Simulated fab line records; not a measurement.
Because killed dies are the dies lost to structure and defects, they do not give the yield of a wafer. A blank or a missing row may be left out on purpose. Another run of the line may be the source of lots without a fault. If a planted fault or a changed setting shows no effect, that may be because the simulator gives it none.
Which tool did it? / flow sky130 / 7 lots, 21 wafers sampled, at 4 steps of a route of 708

## WHAT THE GAUGES READ, wafer by wafer
SKY_CONTACT_THK_MEAS_01.
lot=L216; measured=day 31 06:55; on=film metro-04; CONTACT_CVD_00_THK (nm)=76.5 76.4 77.1
lot=L220; measured=day 32 16:35; on=film metro-02; CONTACT_CVD_00_THK (nm)=74.6 74.9 74.6
lot=L222; measured=day 34 02:38; on=film metro-02; CONTACT_CVD_00_THK (nm)=75.9 76.8 77.8
lot=L229; measured=day 35 23:19; on=film metro-02; CONTACT_CVD_00_THK (nm)=88.1 90.8 89.6 88.2 90.8 89.5
lot=L233; measured=day 36 19:42; on=film metro-01; CONTACT_CVD_00_THK (nm)=75.1 75.8 75.0
lot=L235; measured=day 37 12:17; on=film metro-02; CONTACT_CVD_00_THK (nm)=74.6 74.3 75.8
lot=L237; measured=day 37 18:43; on=film metro-02; CONTACT_CVD_00_THK (nm)=73.7 74.4 76.5

## WHICH TOOL RAN EACH LOT (tool, then ch and the chambers of the sampled wafers, then the start)
lot=L216; SKY_LI_CONTACT_ETCH_15=rie diel-02 ch 0,2,3, day 30 01:08; SKY_LI_CONTACT_SPUTTER_20=pvd sputter-01, day 30 01:35; SKY_CONTACT_CVD_00=pecvd-02 ch 0,1, day 31 06:53
lot=L220; SKY_LI_CONTACT_ETCH_15=rie diel-04 ch 0,2,3, day 31 11:11; SKY_LI_CONTACT_SPUTTER_20=pvd sputter-04, day 31 11:38; SKY_CONTACT_CVD_00=pecvd-01 ch 0,1, day 32 16:32
lot=L222; SKY_LI_CONTACT_ETCH_15=rie diel-03 ch 0,1,3, day 32 21:07; SKY_LI_CONTACT_SPUTTER_20=pvd sputter-04, day 32 21:34; SKY_CONTACT_CVD_00=pecvd-02 ch 1,2, day 34 02:36
lot=L229; SKY_LI_CONTACT_ETCH_15=rie diel-03 ch 0,3, day 34 18:23; SKY_LI_CONTACT_SPUTTER_20=pvd sputter-01, day 34 18:51; SKY_CONTACT_CVD_00=pecvd-03 ch 0,2, day 35 23:15
lot=L233; SKY_LI_CONTACT_ETCH_15=rie diel-03 ch 2,3, day 35 13:43; SKY_LI_CONTACT_SPUTTER_20=pvd sputter-04, day 35 14:11; SKY_CONTACT_CVD_00=pecvd-01 ch 0,1,2, day 36 19:39
lot=L235; SKY_LI_CONTACT_ETCH_15=rie diel-02 ch 1,2, day 36 07:11; SKY_LI_CONTACT_SPUTTER_20=pvd sputter-03, day 36 07:38; SKY_CONTACT_CVD_00=pecvd-02 ch 0,1, day 37 12:15
lot=L237; SKY_LI_CONTACT_ETCH_15=rie diel-03 ch 1,2, day 36 14:46; SKY_LI_CONTACT_SPUTTER_20=pvd sputter-04, day 36 15:13; SKY_CONTACT_CVD_00=pecvd-02 ch 0,1,2, day 37 18:41
- SKY_LI_CONTACT_ETCH_15: etches PSG in C4F8/O2/Ar, stops on Si, target depth 600 nm.
- SKY_LI_CONTACT_SPUTTER_20: material TiN, target thk 20 nm, time 80 s.
- SKY_CONTACT_CVD_00: deposits Si3N4, target thk 75 nm.

## THE ANSWER, worked out from the rows above alone
Rule: the usual values come from the lots themselves. Put in order of their means at a reading, lots are off if they are a third of the lots or fewer, leave a main group of 4 or more, and stand apart from it by a gap of 3 or more times the standard deviation of the main group's means; of several such gaps the widest counts. A main group is skipped when, at the precision printed for the reading in the tables above, its means are all equal. Also off: a lot with no number at a reading for which 4 or more lots have one. All remaining lots with rows at the step are treated as sound.
Off: at SKY_CONTACT_THK_MEAS_01 (CONTACT_CVD_00_THK), L229. The main group has a mean of 75.5 nm with a standard deviation of 0.87.
If a tool, at a process step before that reading, ran all the lots that are off and no sound lot after the first of them, it fits. Those tools and the gauges at SKY_CONTACT_THK_MEAS_01 are tried in the same way. Undecided on this evidence; 2 tools fit (pvd sputter-01 at SKY_LI_CONTACT_SPUTTER_20, pecvd-03 at SKY_CONTACT_CVD_00).

## WHAT WAS PUT IN BY THE SIMULATOR
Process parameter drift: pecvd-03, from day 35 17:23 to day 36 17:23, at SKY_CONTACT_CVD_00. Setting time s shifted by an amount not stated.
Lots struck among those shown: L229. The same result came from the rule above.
